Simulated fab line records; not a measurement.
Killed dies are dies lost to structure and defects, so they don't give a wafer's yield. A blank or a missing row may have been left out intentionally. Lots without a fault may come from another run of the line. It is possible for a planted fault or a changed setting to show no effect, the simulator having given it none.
Which tool is to blame? -- flow gf180mcu -- 12 lots with 36 wafers sampled at 5 steps, on a route of 602 steps

WHAT THE GAUGES SHOWED, per wafer
GF_STI_THK_MEAS_24. Usual: STI_CVD_23_THK gives 649 nm (standard deviation 7.3).
lot,measured,on,STI_CVD_23_THK (nm),flag
L153,day 2 08:47,film_metro-04,653 661 644,
L155,day 2 18:40,film_metro-03,643 648 650,
L157,day 3 04:50,film_metro-04,657 661 649,
L160,day 3 20:53,film_metro-04,648 644 649,
L161,day 4 03:22,film_metro-01,639 647 643,
L163,day 4 13:58,film_metro-03,660 666 654,
L168,day 5 15:52,film_metro-03,654 642 662,
L169,day 5 19:49,film_metro-03,639 635 645,
L170,day 6 01:36,film_metro-04,650 639 639,
L171,day 6 08:01,film_metro-01,646 661 641,
L172,day 6 12:47,film_metro-04,648 633 645,
L175,day 7 02:33,film_metro-01,656 650 664,

GF_HV_LDD_THK_MEAS_55. Usual: HV_LDD_CVD_54_THK gives 9.92 nm (standard deviation 0.13).
lot,measured,on,HV_LDD_CVD_54_THK (nm),flag
L153,day 12 20:35,film_metro-02,9.92 9.95 9.92,
L155,day 13 11:03,film_metro-04,10.04 9.93 9.96,
L157,day 14 03:35,film_metro-02,9.77 9.81 9.90,
L160,day 15 00:59,film_metro-02,9.78 9.91 9.98,
L161,day 15 18:07,film_metro-02,9.84 9.86 9.75,
L163,day 16 10:20,film_metro-04,9.96 10.06 10.07,
L168,day 17 22:26,film_metro-03,9.93 10.15 9.98,
L169,day 18 06:56,film_metro-02,9.76 9.77 9.68,
L170,day 18 16:35,film_metro-02,9.86 9.88 9.94,
L171,day 18 23:26,film_metro-02,9.89 10.00 9.91,
L172,day 19 12:14,film_metro-02,9.94 9.87 10.00,
L175,day 20 04:22,film_metro-02,9.79 9.63 9.68,

WHAT TOOL EACH LOT RAN ON (gives the tool, then ch and the chambers of the sampled wafers, and finally the start)
lot,GF_STI_ETCH_14,GF_STI_STRIP_15,GF_DNWELL_STRIP_08
L153,"rie_si-02 ch 1,3, day 2 06:16","plasma_asher-02 ch 1, day 2 06:20","plasma_asher-04 ch 1, day 3 00:07"
L155,"rie_si-02 ch 0,2, day 2 16:50","plasma_asher-02 ch 0,1, day 2 16:55","plasma_asher-03 ch 0,1, day 3 09:14"
L157,"rie_si-01 ch 0,2,3, day 3 02:56","plasma_asher-02 ch 0,1, day 3 03:03","plasma_asher-01 ch 0,1, day 3 20:32"
L160,"rie_si-02 ch 0,2, day 3 19:01","plasma_asher-01 ch 0,1, day 3 19:05","plasma_asher-01 ch 0,1, day 4 13:40"
L161,"rie_si-02 ch 0,1,2, day 4 00:07","plasma_asher-01 ch 0,1, day 4 00:11","plasma_asher-03 ch 0,1, day 4 22:16"
L163,"rie_si-02 ch 2,3, day 4 11:34","plasma_asher-02 ch 0,1, day 4 11:41","plasma_asher-03 ch 0,1, day 5 07:23"
L168,"rie_si-01 ch 0,1, day 5 12:52","plasma_asher-02 ch 0,1, day 5 12:56","plasma_asher-04 ch 0,1, day 6 09:13"
L169,"rie_si-01 ch 2,3, day 5 17:52","plasma_asher-02 ch 0,1, day 5 17:56","plasma_asher-03 ch 0,1, day 6 15:34"
L170,"rie_si-01 ch 0,1,2, day 5 22:22","plasma_asher-01 ch 0,1, day 5 22:26","plasma_asher-01 ch 0,1, day 6 18:47"
L171,"rie_si-01 ch 0,1,2, day 6 05:08","plasma_asher-02 ch 0,1, day 6 05:15","plasma_asher-01 ch 0,1, day 7 01:46"
L172,"rie_si-01 ch 0,2,3, day 6 10:22","plasma_asher-04 ch 0,1, day 6 10:26","plasma_asher-01 ch 0,1, day 7 06:02"
L175,"rie_si-02 ch 0,1,3, day 7 00:44","plasma_asher-01 ch 0,1, day 7 00:49","plasma_asher-04 ch 0,1, day 7 21:23"
- GF_STI_ETCH_14: etches Si in HBr/Cl2/O2, target depth 360 nm, time 102.9 s.
- GF_STI_STRIP_15: strips in O2/N2.
- GF_DNWELL_STRIP_08: strips in O2/N2.

AS READ BY THE TOOLS THEMSELVES (means over the sampled wafers that have a number; for cases with no such wafer, the mark the record gives instead)
GF_STI_ETCH_14. Usual: chamber_pressure_mTorr 15.001 mTorr, standard deviation 0.013; drypump_motor_current_A 5.8 A, standard deviation 0.47; oes_product_au 1.003 a.u., standard deviation 0.0095; throttle_valve_pct 25.656 %, standard deviation 0.0098.
lot,tool,chamber_pressure_mTorr (mTorr),drypump_motor_current_A (A),oes_product_au (a.u.),throttle_valve_pct (%),flag
L153,rie_si-02,14.997,5.3,0.987,25.666,
L155,rie_si-02,14.991,5.4,1.007,25.660,
L157,rie_si-01,14.999,5.8,1.008,25.650,
L160,rie_si-02,15.007,5.7,0.991,25.671,
L161,rie_si-02,15.007,5.4,0.887,25.731,OFF
L163,rie_si-02,15.009,5.2,0.897,25.723,OFF
L168,rie_si-01,14.983,5.9,1.012,25.655,
L169,rie_si-01,14.996,6.0,1.005,25.663,
L170,rie_si-01,15.004,5.9,1.002,25.664,
L171,rie_si-01,15.011,6.0,1.003,25.648,
L172,rie_si-01,14.996,5.8,1.005,25.656,
L175,rie_si-02,15.004,5.6,0.995,25.661,

GF_STI_STRIP_15. Usual: chamber_pressure_mTorr 1500.0 mTorr, standard deviation 1.4; drypump_motor_current_A 5.8 A, standard deviation 0.5; heater_power_w 318 W, standard deviation 26; oes_product_au 0.384 a.u., standard deviation 0.0052; strip_time_to_endpoint_s 3.73 s, standard deviation 0.06.
lot,tool,chamber_pressure_mTorr (mTorr),drypump_motor_current_A (A),heater_power_w (W),oes_product_au (a.u.),strip_time_to_endpoint_s (s),flag
L153,plasma_asher-02,1500.2,6.2,286,0.384,3.69,
L155,plasma_asher-02,1499.6,6.2,294,0.388,3.76,
L157,plasma_asher-02,1500.1,6.3,291,0.382,3.71,
L160,plasma_asher-01,1499.9,5.4,343,0.387,3.75,
L161,plasma_asher-01,1500.8,5.4,346,0.387,3.91,OFF
L163,plasma_asher-02,1500.1,6.3,299,0.387,3.94,OFF
L168,plasma_asher-02,1501.1,6.3,295,0.383,3.69,
L169,plasma_asher-02,1500.3,6.2,294,0.384,3.81,
L170,plasma_asher-01,1500.9,5.2,337,0.383,3.68,
L171,plasma_asher-02,1502.0,6.2,287,0.382,3.71,
L172,plasma_asher-04,1498.9,5.6,350,0.387,3.76,
L175,plasma_asher-01,1498.6,5.4,340,0.382,3.76,

GF_DNWELL_STRIP_08. Usual: chamber_pressure_mTorr 1499.7 mTorr, standard deviation 1.3; drypump_motor_current_A 5.6 A, standard deviation 0.32; heater_power_w 334 W, standard deviation 14; oes_product_au 0.722 a.u., standard deviation 0.0045; strip_time_to_endpoint_s 36.90 s, standard deviation 0.091.
lot,tool,chamber_pressure_mTorr (mTorr),drypump_motor_current_A (A),heater_power_w (W),oes_product_au (a.u.),strip_time_to_endpoint_s (s),flag
L153,plasma_asher-04,1499.4,5.7,362,0.716,36.93,
L155,plasma_asher-03,1500.0,5.7,328,0.720,36.87,
L157,plasma_asher-01,1499.9,5.2,335,0.718,36.76,
L160,plasma_asher-01,1500.7,5.5,346,0.721,37.08,
L161,plasma_asher-03,1500.4,5.8,321,0.723,36.83,
L163,plasma_asher-03,1498.6,5.8,327,0.720,36.90,
L168,plasma_asher-04,1499.4,5.4,333,0.723,37.01,
L169,plasma_asher-03,1499.8,5.7,338,0.723,36.93,
L170,plasma_asher-01,1498.8,5.4,344,0.719,36.88,
L171,plasma_asher-01,1499.9,5.2,334,0.721,36.93,
L172,plasma_asher-01,1500.0,5.2,338,0.722,37.01,
L175,plasma_asher-04,1500.1,5.6,343,0.723,36.89,

THE ANSWER, worked out from the rows above alone
Rule: take the mean of a lot's wafers that have a number; if it is more than 3 standard deviations from the usual mean, the lot is off. Also off: a lot with no number at a reading for which 4 or more lots have one. All remaining lots with rows at the step are treated as sound. The gauges are gone through in route order, then the tools' own readings, and for those a lot's mean is taken as printed above. At the first step where some lot is off, the reading lying furthest off is the one used; lots without a number count as furthest.
Off at GF_STI_ETCH_14 (oes_product_au): L161, L163.
A tool fits if, at that step or a process step before it, it ran every lot that is off, and no sound lot after the first of them. Of those tried, none fits.

WHAT THE SIMULATOR HAD PUT IN
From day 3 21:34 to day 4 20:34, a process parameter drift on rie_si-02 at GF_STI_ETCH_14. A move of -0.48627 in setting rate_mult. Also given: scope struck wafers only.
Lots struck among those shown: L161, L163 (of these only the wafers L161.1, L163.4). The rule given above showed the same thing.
